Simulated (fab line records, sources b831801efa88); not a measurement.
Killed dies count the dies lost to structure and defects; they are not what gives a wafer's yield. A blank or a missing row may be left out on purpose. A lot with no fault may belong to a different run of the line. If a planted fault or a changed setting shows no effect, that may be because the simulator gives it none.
The tool behind it: which one? :: flow sky130 :: 14 lots with 42 wafers sampled at 3 steps, on a route of 708 steps

== WHAT EACH GAUGE READ, for each wafer ==
SKY_PWDE_OVL_MEAS_07.
lot: L336
measured: day 4 00:10
on: overlay-02
PWDE_OVL (nm): -1.1 -1.8 0.2

lot: L337
measured: day 4 07:22
on: overlay-02
PWDE_OVL (nm): 1.2 -0.9 3.0

lot: L338
measured: day 4 10:50
on: overlay-01
PWDE_OVL (nm): -2.3 -1.7 0.0

lot: L339
measured: day 4 21:35
on: overlay-02
PWDE_OVL (nm): -0.2 0.6 -0.6

lot: L347
measured: day 7 07:13
on: overlay-01
PWDE_OVL (nm): 0.2 -2.3 -1.9

lot: L348
measured: day 7 07:34
on: overlay-02
PWDE_OVL (nm): 1.3 -2.0 -0.7

lot: L349
measured: day 7 12:34
on: overlay-01
PWDE_OVL (nm): -0.5 -0.4 -0.6

lot: L351
measured: day 7 14:01
on: overlay-01
PWDE_OVL (nm): 0.9 -1.4 -2.0

lot: L352
measured: day 7 21:11
on: overlay-02
PWDE_OVL (nm): 0.9 -0.7 0.1

lot: L354
measured: day 8 09:38
on: overlay-01
PWDE_OVL (nm): -0.8 -0.9 -0.9

lot: L355
measured: day 8 15:14
on: overlay-02
PWDE_OVL (nm): 0.9 -1.3 0.1

lot: L356
measured: day 8 16:23
on: overlay-02
PWDE_OVL (nm): -0.5 1.0 0.6

lot: L357
measured: day 8 22:35
on: overlay-02
PWDE_OVL (nm): 1.2 1.4 2.5

lot: L358
measured: day 9 04:40
on: overlay-01
PWDE_OVL (nm): 2.4 0.5 1.9

SKY_VT_ADJUST_HVTP_OVL_MEAS_08.
lot: L336
measured: day 6 03:32
on: overlay-02
VT_ADJUST_HVTP_OVL (nm): 1.5 2.4 1.4

lot: L337
measured: day 6 12:31
on: overlay-01
VT_ADJUST_HVTP_OVL (nm): -1.8 -2.7 0.6

lot: L338
measured: day 6 15:52
on: overlay-01
VT_ADJUST_HVTP_OVL (nm): 0.3 0.7 1.2

lot: L339
measured: day 7 03:02
on: overlay-01
VT_ADJUST_HVTP_OVL (nm): 0.8 -2.5 -1.1

lot: L347
measured: day 9 22:47
on: overlay-01
VT_ADJUST_HVTP_OVL (nm): -2.0 -1.2 -1.6

lot: L348
measured: day 9 23:16
on: overlay-01
VT_ADJUST_HVTP_OVL (nm): 0.7 -0.8 -0.2

lot: L349
measured: day 10 03:22
on: overlay-01
VT_ADJUST_HVTP_OVL (nm): 0.8 0.7 0.8

lot: L351
measured: day 10 06:53
on: overlay-01
VT_ADJUST_HVTP_OVL (nm): -1.5 -1.5 -2.2

lot: L352
measured: day 10 12:50
on: overlay-02
VT_ADJUST_HVTP_OVL (nm): -2.4 -0.4 -0.9

lot: L354
measured: day 11 03:47
on: overlay-02
VT_ADJUST_HVTP_OVL (nm): 2.0 0.8 0.9

lot: L355
measured: day 11 10:08
on: overlay-01
VT_ADJUST_HVTP_OVL (nm): -2.0 -2.0 -0.6

lot: L356
measured: day 11 10:26
on: overlay-01
VT_ADJUST_HVTP_OVL (nm): 0.9 -1.6 -0.5

lot: L357
measured: day 11 19:44
on: overlay-02
VT_ADJUST_HVTP_OVL (nm): 1.6 2.0 2.5

lot: L358
measured: day 12 02:08
on: overlay-01
VT_ADJUST_HVTP_OVL (nm): 0.3 -0.8 2.0

SKY_VT_ADJUST_LVTN_OVL_MEAS_07.
lot: L336
measured: day 6 22:46
on: overlay-01
VT_ADJUST_LVTN_OVL (nm): 1.0 -1.5 -2.0

lot: L337
measured: day 7 07:30
on: overlay-01
VT_ADJUST_LVTN_OVL (nm): 0.5 -2.0 -3.1

lot: L338
measured: day 7 11:37
on: overlay-01
VT_ADJUST_LVTN_OVL (nm): -0.2 -0.6 -1.2

lot: L339
measured: day 7 22:29
on: overlay-02
VT_ADJUST_LVTN_OVL (nm): -1.3 -1.4 -1.0

lot: L347
measured: day 10 21:26
on: overlay-02
VT_ADJUST_LVTN_OVL (nm): -1.4 -1.9 -1.6

lot: L348
measured: day 10 21:43
on: overlay-01
VT_ADJUST_LVTN_OVL (nm): 0.7 -1.6 -1.5

lot: L349
measured: day 11 02:00
on: overlay-02
VT_ADJUST_LVTN_OVL (nm): 2.8 1.2 2.4

lot: L351
measured: day 11 06:18
on: overlay-02
VT_ADJUST_LVTN_OVL (nm): -2.5 -3.1 -2.2

lot: L352
measured: day 11 11:30
on: overlay-01
VT_ADJUST_LVTN_OVL (nm): 0.7 1.7 0.3

lot: L354
measured: day 12 03:23
on: overlay-01
VT_ADJUST_LVTN_OVL (nm): -0.6 0.2 1.0

lot: L355
measured: day 12 10:13
on: overlay-02
VT_ADJUST_LVTN_OVL (nm): 0.6 1.0 3.7

lot: L356
measured: day 12 10:52
on: overlay-01
VT_ADJUST_LVTN_OVL (nm): -4.6 -2.9 -5.1

lot: L357
measured: day 12 20:29
on: overlay-01
VT_ADJUST_LVTN_OVL (nm): -0.8 0.1 -0.4

lot: L358
measured: day 13 03:21
on: overlay-02
VT_ADJUST_LVTN_OVL (nm): 1.9 1.2 0.4

== TOOL THAT RAN EACH LOT (tool first, then ch and the chambers of the sampled wafers, then the start) ==
Before these readings, the record contains no process step.

== WHAT THE TOOLS THEMSELVES READ (means of the sampled wafers that have a number; where no wafer has one, the mark that the record gives instead) ==
The record holds no such reading with a usual standard deviation.

== THE ANSWER, worked out from the rows above alone ==
Rule: the lots themselves supply what counts as usual. The widest of any qualifying gaps counts: lots, ordered by their means at a reading, are off when they make up no more than a third of the lots, leave a main group of 4 or more, and stand apart from it by 3 or more times the standard deviation of that group's means. A main group whose means are all the same, to the digits that the tables above print for the reading, isn't used. A lot without any number at a reading at which 4 lots or more have one is off too. The other lots that the step has rows for count as sound. The gauges are gone through in route order, then the tools' own readings, and for those a lot's mean is taken as printed above. At the first step where some lot is off, the reading lying furthest off is the one used; lots without a number count as furthest.
No lot is off at any reading shown: from this, nothing can be told.

== WHAT THE SIMULATOR PUT IN ==
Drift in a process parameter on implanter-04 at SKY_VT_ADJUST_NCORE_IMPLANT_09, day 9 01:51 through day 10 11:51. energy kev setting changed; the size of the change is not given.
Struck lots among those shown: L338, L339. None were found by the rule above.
